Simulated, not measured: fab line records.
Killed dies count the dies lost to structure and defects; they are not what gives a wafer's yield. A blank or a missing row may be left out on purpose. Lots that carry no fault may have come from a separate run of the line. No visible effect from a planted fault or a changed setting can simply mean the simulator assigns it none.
fab line records / flow sky130
record: lots: 6 wafers: 18 last_day: 50
route steps=708 shown GATE_OXIDE@187 PAD_OPEN@708
lots that met no fault: from a run of the same line without faults
start_h: the number of hours between the record's first day and the start of the first shown wafer of the lot / wait_h: hours from the lot's prior step to this one / " same as the row above / L1.1+2: one row covering several wafers at once / - no value, or no start given / * or withheld: withheld / < > ~ a bound
route shown NAME@n: names a module that has steps shown in the file, with the first one's number in the route / usual: the fault-free wafers' mean and standard deviation / same: alike in all rows / chamber/n: place in a boat / sites: each site's reading / _std_site: how widely they spread, as a standard deviation / _edge_site: outer sites' mean less inner sites' / radius_mm: for every site, how far away it sits from the centre of the wafer / mask NAME#n: copy n / behind: the last tool/chamber to shape the wafer / hold: the reason the lot was held/the length of the hold in hours/how it ended / device: the transistor (n, p or np) that didn't switch / end of line: at the end of the route, the tests of the same wafers / for a step that has no rows: nothing shown but its recipe / killed: dies lost to structure and defects at the first sort, not the wafer's yield / map: per-die view of a wafer (x killed, . not killed, _ where there is no die)
set.NAME: the setting as run; set.NAME@STEP: as run at that earlier step / model.NAME: the simulator's own value behind a step, which no gauge read
lots at some steps of the route; a table a step, a row a wafer
services: a tool's chamber out of use, with start hour (start_h, from the record's first day; less than 0 if before it), hours out, and reason
== steps ==
step: SKY_GATE_OXIDE_CLEAN_00
recipe: chemistry: SC1/SC2 mix: 1:4:20 temp_c: 70 time_s: 150 dry: n2_spin
step: SKY_GATE_OXIDE_OXIDATION_01
recipe: temp_c: 900 ambient: O2 stabilise_s: 600 purge_s: 300 target_thk_a: 102.68 ox_time_s: 1473
step: SKY_GATE_OXIDE_THK_MEAS_02
recipe: reads: SiO2_of_GATE_OXIDE_OXIDATION_01
usual: GATE_OXIDE_OXIDATION_00_THK: 10.21/0.18
lot.wafer=L415.1 tool=film_metro-03 chamber=- start_h=279.63 wait_h=0.0 GATE_OXIDE_OXIDATION_00_THK[nm]=9.93
lot.wafer=L415.4 tool=film_metro-03 chamber=- start_h=279.63 wait_h=0.0 GATE_OXIDE_OXIDATION_00_THK[nm]=10.11
lot.wafer=L415.6 tool=film_metro-03 chamber=- start_h=279.63 wait_h=0.0 GATE_OXIDE_OXIDATION_00_THK[nm]=10.05
lot.wafer=L417.2 tool=film_metro-01 chamber=- start_h=297.49 wait_h=0.0 GATE_OXIDE_OXIDATION_00_THK[nm]=10.00
lot.wafer=L417.3 tool=film_metro-01 chamber=- start_h=297.49 wait_h=0.0 GATE_OXIDE_OXIDATION_00_THK[nm]=10.03
lot.wafer=L417.4 tool=film_metro-01 chamber=- start_h=297.49 wait_h=0.0 GATE_OXIDE_OXIDATION_00_THK[nm]=10.07
lot.wafer=L426.2 tool=film_metro-01 chamber=- start_h=375.78 wait_h=0.0 GATE_OXIDE_OXIDATION_00_THK[nm]=10.27
lot.wafer=L426.4 tool=film_metro-01 chamber=- start_h=375.78 wait_h=0.0 GATE_OXIDE_OXIDATION_00_THK[nm]=10.09
lot.wafer=L426.5 tool=film_metro-01 chamber=- start_h=375.78 wait_h=0.0 GATE_OXIDE_OXIDATION_00_THK[nm]=10.23
lot.wafer=L427.3 tool=film_metro-03 chamber=- start_h=384.51 wait_h=0.0 GATE_OXIDE_OXIDATION_00_THK[nm]=10.16
lot.wafer=L427.4 tool=film_metro-03 chamber=- start_h=384.51 wait_h=0.0 GATE_OXIDE_OXIDATION_00_THK[nm]=10.00
lot.wafer=L427.5 tool=film_metro-03 chamber=- start_h=384.51 wait_h=0.0 GATE_OXIDE_OXIDATION_00_THK[nm]=10.05
lot.wafer=L435.2 tool=film_metro-01 chamber=- start_h=454.62 wait_h=0.0 GATE_OXIDE_OXIDATION_00_THK[nm]=10.10
lot.wafer=L435.4 tool=film_metro-01 chamber=- start_h=454.62 wait_h=0.0 GATE_OXIDE_OXIDATION_00_THK[nm]=10.16
lot.wafer=L435.5 tool=film_metro-01 chamber=- start_h=454.62 wait_h=0.0 GATE_OXIDE_OXIDATION_00_THK[nm]=10.22
lot.wafer=L438.3 tool=film_metro-04 chamber=- start_h=469.34 wait_h=0.0 GATE_OXIDE_OXIDATION_00_THK[nm]=10.25
lot.wafer=L438.4 tool=film_metro-04 chamber=- start_h=469.34 wait_h=0.0 GATE_OXIDE_OXIDATION_00_THK[nm]=10.24
lot.wafer=L438.6 tool=film_metro-04 chamber=- start_h=469.34 wait_h=0.0 GATE_OXIDE_OXIDATION_00_THK[nm]=10.20
step: SKY_GATE_OXIDE_DEHYDRATE_03
recipe: temp_c: 200 time_s: 60
step: SKY_GATE_OXIDE_HMDS_04
recipe: prime_time_s: 60 prime_temp_c: 120
step: SKY_GATE_OXIDE_COAT_05
recipe: resist: NOVOLAK spin_rpm: 3000 resist_thk_nm: 1140
step: SKY_GATE_OXIDE_SOFTBAKE_06
recipe: temp_c: 90 time_s: 60 resist: NOVOLAK
step: SKY_GATE_OXIDE_EXPOSE_07
recipe: mask_id: LVOM na: 0.6 source_shape: conventional sigma_outer: 0.6 polarization: unpolarized target_cd_nm: 600 dose_mj: 170
step: SKY_GATE_OXIDE_PEB_08
recipe: temp_c: withheld time_s: * resist: NOVOLAK
step: SKY_GATE_OXIDE_DEVELOP_09
recipe: resist: NOVOLAK developer: TMAH develop_time_s: 60 dev_temp_c: 23
step: SKY_GATE_OXIDE_OVL_MEAS_10
usual: GATE_OXIDE_OVL: -0.7/1.3
lot.wafer=L415.1 tool=overlay-01 chamber=- start_h=304.70 wait_h=0.1 GATE_OXIDE_OVL[nm]=-0.6
lot.wafer=L415.4 tool=overlay-01 chamber=- start_h=304.70 wait_h=0.1 GATE_OXIDE_OVL[nm]=1.3
lot.wafer=L415.6 tool=overlay-01 chamber=- start_h=304.70 wait_h=0.1 GATE_OXIDE_OVL[nm]=0.2
lot.wafer=L417.2 tool=overlay-01 chamber=- start_h=323.14 wait_h=0.1 GATE_OXIDE_OVL[nm]=0.2
lot.wafer=L417.3 tool=overlay-01 chamber=- start_h=323.14 wait_h=0.1 GATE_OXIDE_OVL[nm]=0.9
lot.wafer=L417.4 tool=overlay-01 chamber=- start_h=323.14 wait_h=0.1 GATE_OXIDE_OVL[nm]=-0.3
lot.wafer=L426.2 tool=overlay-01 chamber=- start_h=404.04 wait_h=0.1 GATE_OXIDE_OVL[nm]=0.2
lot.wafer=L426.4 tool=overlay-01 chamber=- start_h=404.04 wait_h=0.1 GATE_OXIDE_OVL[nm]=-0.9
lot.wafer=L426.5 tool=overlay-01 chamber=- start_h=404.04 wait_h=0.1 GATE_OXIDE_OVL[nm]=-0.2
lot.wafer=L427.3 tool=overlay-02 chamber=- start_h=413.70 wait_h=0.1 GATE_OXIDE_OVL[nm]=-2.3
lot.wafer=L427.4 tool=overlay-02 chamber=- start_h=413.70 wait_h=0.1 GATE_OXIDE_OVL[nm]=-2.3
lot.wafer=L427.5 tool=overlay-02 chamber=- start_h=413.70 wait_h=0.1 GATE_OXIDE_OVL[nm]=-3.4
lot.wafer=L435.2 tool=overlay-01 chamber=- start_h=485.69 wait_h=0.1 GATE_OXIDE_OVL[nm]=-0.7
lot.wafer=L435.4 tool=overlay-01 chamber=- start_h=485.69 wait_h=0.1 GATE_OXIDE_OVL[nm]=0.2
lot.wafer=L435.5 tool=overlay-01 chamber=- start_h=485.69 wait_h=0.1 GATE_OXIDE_OVL[nm]=-0.5
lot.wafer=L438.3 tool=overlay-02 chamber=- start_h=500.20 wait_h=0.1 GATE_OXIDE_OVL[nm]=-1.8
lot.wafer=L438.4 tool=overlay-02 chamber=- start_h=500.20 wait_h=0.1 GATE_OXIDE_OVL[nm]=1.3
lot.wafer=L438.6 tool=overlay-02 chamber=- start_h=500.20 wait_h=0.1 GATE_OXIDE_OVL[nm]=0.9
step: SKY_GATE_OXIDE_IMPLANT_11
recipe: species: B energy_kev: 10 dose_cm2: 2.6e+12 tilt_deg: withheld
step: SKY_GATE_OXIDE_WET_ETCH_12
recipe: chemistry: dHF target_depth_nm: 16.8 dry: n2_spin target: SiO2 dilution: 100:1 temp_c: 25 time_s: 336
usual: run_length_s: 364/3.7
lot.wafer=L415.1 tool=wet_bench-02 chamber=3 start_h=304.89 wait_h=0.1 run_length_s=370
lot.wafer=L415.4 tool=wet_bench-02 chamber=3 start_h=304.89 wait_h=0.1 run_length_s=370
lot.wafer=L415.6 tool=wet_bench-02 chamber=3 start_h=304.89 wait_h=0.1 run_length_s=370
lot.wafer=L417.2 tool=wet_bench-03 chamber=1 start_h=323.32 wait_h=0.1 run_length_s=361
lot.wafer=L417.3 tool=wet_bench-03 chamber=1 start_h=323.32 wait_h=0.1 run_length_s=361
lot.wafer=L417.4 tool=wet_bench-03 chamber=1 start_h=323.32 wait_h=0.1 run_length_s=361
lot.wafer=L426.2 tool=wet_bench-03 chamber=1 start_h=404.22 wait_h=0.1 run_length_s=341
lot.wafer=L426.4 tool=wet_bench-03 chamber=1 start_h=404.22 wait_h=0.1 run_length_s=341
lot.wafer=L426.5 tool=wet_bench-03 chamber=1 start_h=404.22 wait_h=0.1 run_length_s=341
lot.wafer=L427.3 tool=wet_bench-03 chamber=2 start_h=413.87 wait_h=0.1 run_length_s=343
lot.wafer=L427.4 tool=wet_bench-03 chamber=2 start_h=413.87 wait_h=0.1 run_length_s=343
lot.wafer=L427.5 tool=wet_bench-03 chamber=2 start_h=413.87 wait_h=0.1 run_length_s=343
lot.wafer=L435.2 tool=wet_bench-02 chamber=2 start_h=485.87 wait_h=0.1 run_length_s=367
lot.wafer=L435.4 tool=wet_bench-02 chamber=2 start_h=485.87 wait_h=0.1 run_length_s=367
lot.wafer=L435.5 tool=wet_bench-02 chamber=2 start_h=485.87 wait_h=0.1 run_length_s=367
lot.wafer=L438.3 tool=wet_bench-01 chamber=1 start_h=500.37 wait_h=0.1 run_length_s=361
lot.wafer=L438.4 tool=wet_bench-01 chamber=1 start_h=500.37 wait_h=0.1 run_length_s=361
lot.wafer=L438.6 tool=wet_bench-01 chamber=1 start_h=500.37 wait_h=0.1 run_length_s=361
step: SKY_GATE_OXIDE_STRIP_13
recipe: chemistry: O2/N2 power_w: 1400 pressure_mtorr: 1500 platen_temp_c: withheld o2_flow_sccm: 3000 n2_flow_sccm: 300 overash_fraction: 0.5
usual: drypump_motor_current_A: 6.0/0.51 o2_flow_sccm: 3001/7.8 oes_product_au: 0.716/0.0048 strip_time_to_endpoint_s: 14.19/0.039
lot.wafer=L415.1 tool=plasma_asher-02 chamber=0 start_h=305.00 wait_h=0.0 drypump_motor_current_A=5.0 o2_flow_sccm=2988 oes_product_au=0.711 rf_hours_counter_h=17 strip_time_to_endpoint_s=14.19
lot.wafer=L415.4 tool=plasma_asher-02 chamber=1 start_h=305.00 wait_h=0.0 drypump_motor_current_A=6.2 o2_flow_sccm=3007 oes_product_au=0.709 rf_hours_counter_h=- strip_time_to_endpoint_s=14.22
lot.wafer=L415.6 tool=plasma_asher-02 chamber=1 start_h=305.00 wait_h=0.0 drypump_motor_current_A=6.2 o2_flow_sccm=3010 oes_product_au=0.712 rf_hours_counter_h=- strip_time_to_endpoint_s=14.18
lot.wafer=L417.2 tool=plasma_asher-04 chamber=0 start_h=323.42 wait_h=0.0 drypump_motor_current_A=6.3 o2_flow_sccm=2995 oes_product_au=0.721 rf_hours_counter_h=63 strip_time_to_endpoint_s=14.19
lot.wafer=L417.3 tool=plasma_asher-04 chamber=1 start_h=323.42 wait_h=0.0 drypump_motor_current_A=6.2 o2_flow_sccm=2998 oes_product_au=0.729 rf_hours_counter_h=- strip_time_to_endpoint_s=14.19
lot.wafer=L417.4 tool=plasma_asher-04 chamber=0 start_h=323.42 wait_h=0.0 drypump_motor_current_A=6.2 o2_flow_sccm=2993 oes_product_au=0.710 rf_hours_counter_h=- strip_time_to_endpoint_s=14.17
lot.wafer=L426.2 tool=plasma_asher-03 chamber=1 start_h=404.32 wait_h=0.0 drypump_motor_current_A=5.9 o2_flow_sccm=2990 oes_product_au=0.717 rf_hours_counter_h=58 strip_time_to_endpoint_s=14.18
lot.wafer=L426.4 tool=plasma_asher-03 chamber=0 start_h=404.32 wait_h=0.0 drypump_motor_current_A=6.5 o2_flow_sccm=3001 oes_product_au=0.719 rf_hours_counter_h=- strip_time_to_endpoint_s=14.14
lot.wafer=L426.5 tool=plasma_asher-03 chamber=0 start_h=404.32 wait_h=0.0 drypump_motor_current_A=6.5 o2_flow_sccm=2997 oes_product_au=0.716 rf_hours_counter_h=- strip_time_to_endpoint_s=14.20
lot.wafer=L427.3 tool=plasma_asher-02 chamber=0 start_h=414.01 wait_h=0.0 drypump_motor_current_A=5.0 o2_flow_sccm=3016 oes_product_au=0.711 rf_hours_counter_h=- strip_time_to_endpoint_s=14.21
lot.wafer=L427.4 tool=plasma_asher-02 chamber=1 start_h=414.01 wait_h=0.0 drypump_motor_current_A=6.2 o2_flow_sccm=2991 oes_product_au=0.720 rf_hours_counter_h=- strip_time_to_endpoint_s=14.15
lot.wafer=L427.5 tool=plasma_asher-02 chamber=1 start_h=414.01 wait_h=0.0 drypump_motor_current_A=6.2 o2_flow_sccm=2992 oes_product_au=0.721 rf_hours_counter_h=- strip_time_to_endpoint_s=14.18
lot.wafer=L435.2 tool=plasma_asher-04 chamber=0 start_h=485.99 wait_h=0.0 drypump_motor_current_A=6.2 o2_flow_sccm=2996 oes_product_au=0.723 rf_hours_counter_h=6 strip_time_to_endpoint_s=14.20
lot.wafer=L435.4 tool=plasma_asher-04 chamber=0 start_h=485.99 wait_h=0.0 drypump_motor_current_A=6.3 o2_flow_sccm=3000 oes_product_au=0.712 rf_hours_counter_h=- strip_time_to_endpoint_s=14.20
lot.wafer=L435.5 tool=plasma_asher-04 chamber=0 start_h=485.99 wait_h=0.0 drypump_motor_current_A=6.3 o2_flow_sccm=2992 oes_product_au=0.716 rf_hours_counter_h=- strip_time_to_endpoint_s=14.24
lot.wafer=L438.3 tool=plasma_asher-03 chamber=0 start_h=500.51 wait_h=0.0 drypump_motor_current_A=6.4 o2_flow_sccm=3000 oes_product_au=0.715 rf_hours_counter_h=- strip_time_to_endpoint_s=14.22
lot.wafer=L438.4 tool=plasma_asher-03 chamber=1 start_h=500.51 wait_h=0.0 drypump_motor_current_A=5.9 o2_flow_sccm=2999 oes_product_au=0.712 rf_hours_counter_h=- strip_time_to_endpoint_s=14.19
lot.wafer=L438.6 tool=plasma_asher-03 chamber=0 start_h=500.51 wait_h=0.0 drypump_motor_current_A=6.5 o2_flow_sccm=2997 oes_product_au=0.719 rf_hours_counter_h=- strip_time_to_endpoint_s=14.21
step: SKY_PAD_OPEN_PROBE_99
usual: killed_at_M0_to_M3: 43/6.8 killed_at_M4_up: 3.2/1.7 killed_at_contacts: 24/5.6 killed_at_front_end: 15/4.7 killed_at_other: 0.3/0.59 killed_dies: 86/10 killed_open: 47/6.8 killed_short: 39/6.4
same: gross_dies: 492 killed_at_back_side: 0
lot.wafer=L415.1 tool=prober-02 chamber=- start_h=1068.12 wait_h=0.1 killed_at_M0_to_M3=52 killed_at_M4_up=3 killed_at_contacts=24 killed_at_front_end=8 killed_at_other=0 killed_dies=87 killed_open=44 killed_short=42
lot.wafer=L415.4 tool=prober-02 chamber=- start_h=1068.27 wait_h=0.2 killed_at_M0_to_M3=41 killed_at_M4_up=4 killed_at_contacts=26 killed_at_front_end=12 killed_at_other=0 killed_dies=83 killed_open=46 killed_short=37
lot.wafer=L415.6 tool=prober-02 chamber=- start_h=1068.37 wait_h=0.2 killed_at_M0_to_M3=51 killed_at_M4_up=5 killed_at_contacts=27 killed_at_front_end=13 killed_at_other=1 killed_dies=97 killed_open=51 killed_short=45
lot.wafer=L417.2 tool=prober-01 chamber=- start_h=1096.95 wait_h=0.1 killed_at_M0_to_M3=44 killed_at_M4_up=5 killed_at_contacts=33 killed_at_front_end=19 killed_at_other=0 killed_dies=101 killed_open=58 killed_short=43
lot.wafer=L417.3 tool=prober-01 chamber=- start_h=1097.00 wait_h=0.2 killed_at_M0_to_M3=42 killed_at_M4_up=1 killed_at_contacts=18 killed_at_front_end=15 killed_at_other=0 killed_dies=76 killed_open=41 killed_short=35
lot.wafer=L417.4 tool=prober-01 chamber=- start_h=1097.05 wait_h=0.2 killed_at_M0_to_M3=48 killed_at_M4_up=4 killed_at_contacts=20 killed_at_front_end=25 killed_at_other=0 killed_dies=97 killed_open=46 killed_short=50
lot.wafer=L426.2 tool=prober-01 chamber=- start_h=1144.36 wait_h=0.1 killed_at_M0_to_M3=42 killed_at_M4_up=4 killed_at_contacts=30 killed_at_front_end=29 killed_at_other=0 killed_dies=105 killed_open=61 killed_short=44
lot.wafer=L426.4 tool=prober-01 chamber=- start_h=1144.46 wait_h=0.2 killed_at_M0_to_M3=33 killed_at_M4_up=2 killed_at_contacts=16 killed_at_front_end=13 killed_at_other=0 killed_dies=64 killed_open=34 killed_short=30
lot.wafer=L426.5 tool=prober-01 chamber=- start_h=1144.51 wait_h=0.2 killed_at_M0_to_M3=44 killed_at_M4_up=2 killed_at_contacts=29 killed_at_front_end=14 killed_at_other=0 killed_dies=89 killed_open=47 killed_short=42
killed by level:class
L415.1 VIA1:geometric_particle:open=16 METAL2:geometric_particle:short=8 CONTACT:geometric_particle:open=6 VIA1:geometric_particle:short=6 VIA2:geometric_particle:open=5 LI_CONTACT:geometric_particle:open=5 LOCAL_INTERCONNECT:geometric_particle:short=5 CONTACT:geometric_particle:short=5
L415.4 VIA1:geometric_particle:open=11 CONTACT:geometric_particle:open=10 VIA2:geometric_particle:open=10 LI_CONTACT:geometric_particle:open=8 VIA1:geometric_particle:short=6 METAL1:geometric_particle:short=5 LI_CONTACT:geometric_particle:short=4 CONTACT:geometric_particle:short=4
L415.6 CONTACT:geometric_particle:open=11 VIA1:geometric_particle:open=11 VIA1:geometric_particle:short=8 LOCAL_INTERCONNECT:geometric_particle:short=6 VIA2:geometric_particle:short=6 VIA2:geometric_particle:open=6 VIA3:geometric_particle:open=5 METAL2:geometric_particle:short=5
L417.2 CONTACT:geometric_particle:open=16 VIA1:geometric_particle:open=8 LI_CONTACT:geometric_particle:open=7 FIELD_ISO:geometric_particle:short=6 CONTACT:geometric_particle:short=6 VIA3:geometric_particle:open=6 METAL1:geometric_particle:short=5 VIA1:geometric_particle:short=5
L417.3 VIA1:geometric_particle:open=15 FIELD_ISO:geometric_particle:open=6 LI_CONTACT:geometric_particle:open=6 CONTACT:geometric_particle:open=6 POLY_GATE:geometric_particle:short=5 METAL1:geometric_particle:short=5 VIA2:geometric_particle:short=5 VIA3:geometric_particle:short=4
L417.4 FIELD_ISO:geometric_particle:short=9 VIA3:geometric_particle:open=8 VIA2:geometric_particle:open=7 CONTACT:geometric_particle:short=7 CONTACT:geometric_particle:open=7 METAL1:geometric_particle:short=7 METAL2:geometric_particle:short=7 VIA1:geometric_particle:open=6
L426.2 CONTACT:geometric_particle:open=11 VIA2:geometric_particle:open=9 LI_CONTACT:geometric_particle:open=8 FIELD_ISO:geometric_particle:open=7 FIELD_ISO:geometric_particle:short=7 POLY_GATE:geometric_particle:short=7 CONTACT:geometric_particle:short=7 VIA1:geometric_particle:open=7
L426.4 VIA1:geometric_particle:open=8 FIELD_ISO:geometric_particle:open=7 CONTACT:geometric_particle:open=7 CONTACT:geometric_particle:short=5 VIA1:geometric_particle:short=4 VIA2:geometric_particle:open=4 METAL2:geometric_particle:short=4 METAL3:geometric_particle:short=4
L426.5 LI_CONTACT:geometric_particle:open=11 CONTACT:geometric_particle:open=8 VIA1:geometric_particle:short=8 VIA1:geometric_particle:open=7 METAL2:geometric_particle:short=7 VIA2:geometric_particle:open=6 POLY_GATE:geometric_particle:short=5 CONTACT:geometric_particle:short=5
== services ==
tool=plasma_asher-02 chamber=- start_h=298.69 hours=0.9 kind=repair
tool=plasma_asher-02 chamber=- start_h=336.38 hours=7.5 kind=repair
tool=wet_bench-01 chamber=- start_h=350.00 hours=3.6 kind=repair
tool=wet_bench-03 chamber=- start_h=368.98 hours=1.9 kind=pm
tool=plasma_asher-04 chamber=- start_h=421.32 hours=9.0 kind=pm
tool=plasma_asher-04 chamber=0 start_h=421.32 hours=9.0 kind=vent_cycle
tool=plasma_asher-04 chamber=1 start_h=421.32 hours=9.0 kind=vent_cycle
tool=plasma_asher-02 chamber=- start_h=429.75 hours=9.1 kind=repair
tool=plasma_asher-04 chamber=0 start_h=430.32 hours=- kind=clean
tool=plasma_asher-04 chamber=1 start_h=430.32 hours=- kind=clean
tool=plasma_asher-03 chamber=- start_h=432.01 hours=1.0 kind=repair
tool=plasma_asher-02 chamber=- start_h=438.90 hours=14.6 kind=pm
tool=plasma_asher-04 chamber=- start_h=441.73 hours=4.0 kind=pm
tool=plasma_asher-02 chamber=- start_h=491.33 hours=10.2 kind=repair
== key ==
first_sign: step: SKY_GATE_OXIDE_WET_ETCH_12 reading: run_length_s direction: down sigmas: 6 usual: * struck: *
effect none on later readings
met_at SKY_GATE_OXIDE_WET_ETCH_12
struck_wafers L426.2,L426.4,L426.5,L427.3,L427.4,L427.5
tester_left_out L426,L427
onset_between 323.32 404.22
fault: kind: process_parameter_drift tool: wet_bench-03 chamber: - onset_h: 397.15 steps: SKY_GATE_OXIDE_WET_ETCH_12 channel: time_s offset: * shape: step end_h: 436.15 acts_in: * stated: *
tester_left_out: of these lots the tester's yield and bins aren't shown, on N5 and GAA mostly nor the transistor test; their killed dies are dies lost to structure and defects alone, not to doping, threshold or leakage, so they don't give the yield
